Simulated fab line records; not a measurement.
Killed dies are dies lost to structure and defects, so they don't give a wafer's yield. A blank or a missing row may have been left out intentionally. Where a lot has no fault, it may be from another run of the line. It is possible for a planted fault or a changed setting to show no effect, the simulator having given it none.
Which tool did it? / flow sky130 / Sampling: 15 lots, 45 wafers, 3 of 708 route steps

== WHAT EACH GAUGE READ, for each wafer ==
SKY_CONTACT_OVL_MEAS_15.
lot=L573; measured=day 31 10:58; on=overlay-02; CONTACT_OVL (nm)=-4 -4 2
lot=L574; measured=day 31 13:00; on=overlay-02; CONTACT_OVL (nm)=-2 0 -8
lot=L575; measured=day 32 08:55; on=overlay-01; CONTACT_OVL (nm)=0 -2 5
lot=L576; measured=day 32 22:08; on=overlay-02; CONTACT_OVL (nm)=1 0 -1
lot=L578; measured=day 33 12:58; on=overlay-02; CONTACT_OVL (nm)=2 -5 -1
lot=L581; measured=day 34 08:00; on=overlay-01; CONTACT_OVL (nm)=4 -5 -5
lot=L582; measured=day 34 09:01; on=overlay-02; CONTACT_OVL (nm)=-2 -1 6
lot=L584; measured=day 35 07:42; on=overlay-02; CONTACT_OVL (nm)=-3 -1 0
lot=L585; measured=day 35 13:18; on=overlay-02; CONTACT_OVL (nm)=4 -7 -2
lot=L586; measured=day 36 05:23; on=overlay-01; CONTACT_OVL (nm)=-6 -4 -1
lot=L587; measured=day 36 06:55; on=overlay-02; CONTACT_OVL (nm)=1 -7 3
lot=L588; measured=day 36 13:29; on=overlay-02; CONTACT_OVL (nm)=-6 -1 3
lot=L589; measured=day 36 23:11; on=overlay-01; CONTACT_OVL (nm)=7 -1 1
lot=L595; measured=day 38 14:32; on=overlay-02; CONTACT_OVL (nm)=4 2 6
lot=L596; measured=day 38 18:37; on=overlay-02; CONTACT_OVL (nm)=3 -2 4

SKY_CONTACT_RS_MEAS_25: uses a four-point probe to measure.
lot=L573; measured=day 31 11:55; on=film metro-01; CONTACT_W_RS (ohm/sq)=0.338 0.341 0.337
lot=L574; measured=day 31 13:59; on=film metro-01; CONTACT_W_RS (ohm/sq)=0.333 0.335 0.330
lot=L575; measured=day 32 09:53; on=film metro-02; CONTACT_W_RS (ohm/sq)=0.325 0.329 0.339
lot=L576; measured=day 32 23:04; on=film metro-03; CONTACT_W_RS (ohm/sq)=0.339 0.339 0.340
lot=L578; measured=day 33 13:56; on=film metro-03; CONTACT_W_RS (ohm/sq)=0.337 0.335 0.335
lot=L581; measured=day 34 09:17; on=film metro-03; CONTACT_W_RS (ohm/sq)=0.335 0.344 0.344
lot=L582; measured=day 34 10:23; on=film metro-03; CONTACT_W_RS (ohm/sq)=0.325 0.340 0.334
lot=L584; measured=day 35 08:41; on=film metro-02; CONTACT_W_RS (ohm/sq)=0.343 0.339 0.338
lot=L585; measured=day 35 14:23; on=film metro-03; CONTACT_W_RS (ohm/sq)=0.344 0.344 0.342
lot=L586; measured=day 36 06:20; on=film metro-02; CONTACT_W_RS (ohm/sq)=0.336 0.345 0.341
lot=L587; measured=day 36 07:52; on=film metro-03; CONTACT_W_RS (ohm/sq)=0.335 0.335 0.332
lot=L588; measured=day 36 14:27; on=film metro-03; CONTACT_W_RS (ohm/sq)=0.345 0.337 0.338
lot=L589; measured=day 37 00:08; on=film metro-01; CONTACT_W_RS (ohm/sq)=0.330 0.339 0.328
lot=L595; measured=day 38 15:31; on=film metro-02; CONTACT_W_RS (ohm/sq)=0.340 0.336 0.334
lot=L596; measured=day 38 19:34; on=film metro-02; CONTACT_W_RS (ohm/sq)=0.342 0.335 0.341

== WHAT TOOL EACH LOT RAN ON (gives the tool, then ch and the chambers of the sampled wafers, and finally the start) ==
lot=L573; SKY_CONTACT_STRIP_19=plasma asher-03 ch 0,1, day 31 11:08
lot=L574; SKY_CONTACT_STRIP_19=plasma asher-02 ch 0,1, day 31 13:10
lot=L575; SKY_CONTACT_STRIP_19=plasma asher-03 ch 0, day 32 09:05
lot=L576; SKY_CONTACT_STRIP_19=plasma asher-04 ch 0,1, day 32 22:18
lot=L578; SKY_CONTACT_STRIP_19=plasma asher-04 ch 0, day 33 13:08
lot=L581; SKY_CONTACT_STRIP_19=plasma asher-04 ch 0,1, day 34 08:10
lot=L582; SKY_CONTACT_STRIP_19=plasma asher-02 ch 0,1, day 34 09:11
lot=L584; SKY_CONTACT_STRIP_19=plasma asher-03 ch 0,1, day 35 07:52
lot=L585; SKY_CONTACT_STRIP_19=plasma asher-02 ch 0,1, day 35 13:28
lot=L586; SKY_CONTACT_STRIP_19=plasma asher-02 ch 0,1, day 36 05:33
lot=L587; SKY_CONTACT_STRIP_19=plasma asher-02 ch 0,1, day 36 07:05
lot=L588; SKY_CONTACT_STRIP_19=plasma asher-04 ch 0,1, day 36 13:41
lot=L589; SKY_CONTACT_STRIP_19=plasma asher-02 ch 0,1, day 36 23:21
lot=L595; SKY_CONTACT_STRIP_19=plasma asher-04 ch 0,1, day 38 14:43
lot=L596; SKY_CONTACT_STRIP_19=plasma asher-03 ch 0,1, day 38 18:47
- SKY_CONTACT_STRIP_19: strips in O2/N2.

== WHAT THE TOOLS THEMSELVES READ (means of the sampled wafers that have a number; where no wafer has one, the mark that the record gives instead) ==
SKY_CONTACT_STRIP_19.
lot=L573; tool=plasma asher-03; drypump motor current A (A)=6.0; oes product au (a.u.)=0.379; strip time to endpoint s (s)=3.64
lot=L574; tool=plasma asher-02; drypump motor current A (A)=5.6; oes product au (a.u.)=0.384; strip time to endpoint s (s)=3.59
lot=L575; tool=plasma asher-03; drypump motor current A (A)=6.5; oes product au (a.u.)=0.378; strip time to endpoint s (s)=3.58
lot=L576; tool=plasma asher-04; drypump motor current A (A)=5.3; oes product au (a.u.)=0.382; strip time to endpoint s (s)=3.61
lot=L578; tool=plasma asher-04; drypump motor current A (A)=5.1; oes product au (a.u.)=0.377; strip time to endpoint s (s)=3.60
lot=L581; tool=plasma asher-04; drypump motor current A (A)=5.5; oes product au (a.u.)=0.380; strip time to endpoint s (s)=3.63
lot=L582; tool=plasma asher-02; drypump motor current A (A)=5.5; oes product au (a.u.)=0.382; strip time to endpoint s (s)=3.61
lot=L584; tool=plasma asher-03; drypump motor current A (A)=6.0; oes product au (a.u.)=0.375; strip time to endpoint s (s)=3.58
lot=L585; tool=plasma asher-02; drypump motor current A (A)=5.6; oes product au (a.u.)=0.376; strip time to endpoint s (s)=3.60
lot=L586; tool=plasma asher-02; drypump motor current A (A)=5.6; oes product au (a.u.)=0.376; strip time to endpoint s (s)=3.62
lot=L587; tool=plasma asher-02; drypump motor current A (A)=5.6; oes product au (a.u.)=0.383; strip time to endpoint s (s)=3.65
lot=L588; tool=plasma asher-04; drypump motor current A (A)=5.3; oes product au (a.u.)=0.384; strip time to endpoint s (s)=3.64
lot=L589; tool=plasma asher-02; drypump motor current A (A)=5.6; oes product au (a.u.)=0.379; strip time to endpoint s (s)=3.66
lot=L595; tool=plasma asher-04; drypump motor current A (A)=5.5; oes product au (a.u.)=0.379; strip time to endpoint s (s)=3.61
lot=L596; tool=plasma asher-03; drypump motor current A (A)=5.5; oes product au (a.u.)=0.381; strip time to endpoint s (s)=3.57

== THE ANSWER, worked out from the rows above alone ==
Rule: the lots themselves supply what counts as usual. The widest of any qualifying gaps counts: lots, ordered by their means at a reading, are off when they make up no more than a third of the lots, leave a main group of 4 or more, and stand apart from it by 3 or more times the standard deviation of that group's means. The tables above print the reading to a certain number of digits; a main group whose means all agree to those digits is not used. Also off: a lot with no number at a reading for which 4 or more lots have one. Where the step has rows for the other lots, those lots are counted as sound. Order of review: gauges by route order, followed by the tools' own readings, for which a lot's mean as printed above is used. The first step at which some lot is off is used, and at that step the reading that is off furthest; a lot without a number counts as furthest.
Across all readings shown, no lot is off: no conclusion can be drawn from this.

== WHAT THE SIMULATOR PUT IN ==
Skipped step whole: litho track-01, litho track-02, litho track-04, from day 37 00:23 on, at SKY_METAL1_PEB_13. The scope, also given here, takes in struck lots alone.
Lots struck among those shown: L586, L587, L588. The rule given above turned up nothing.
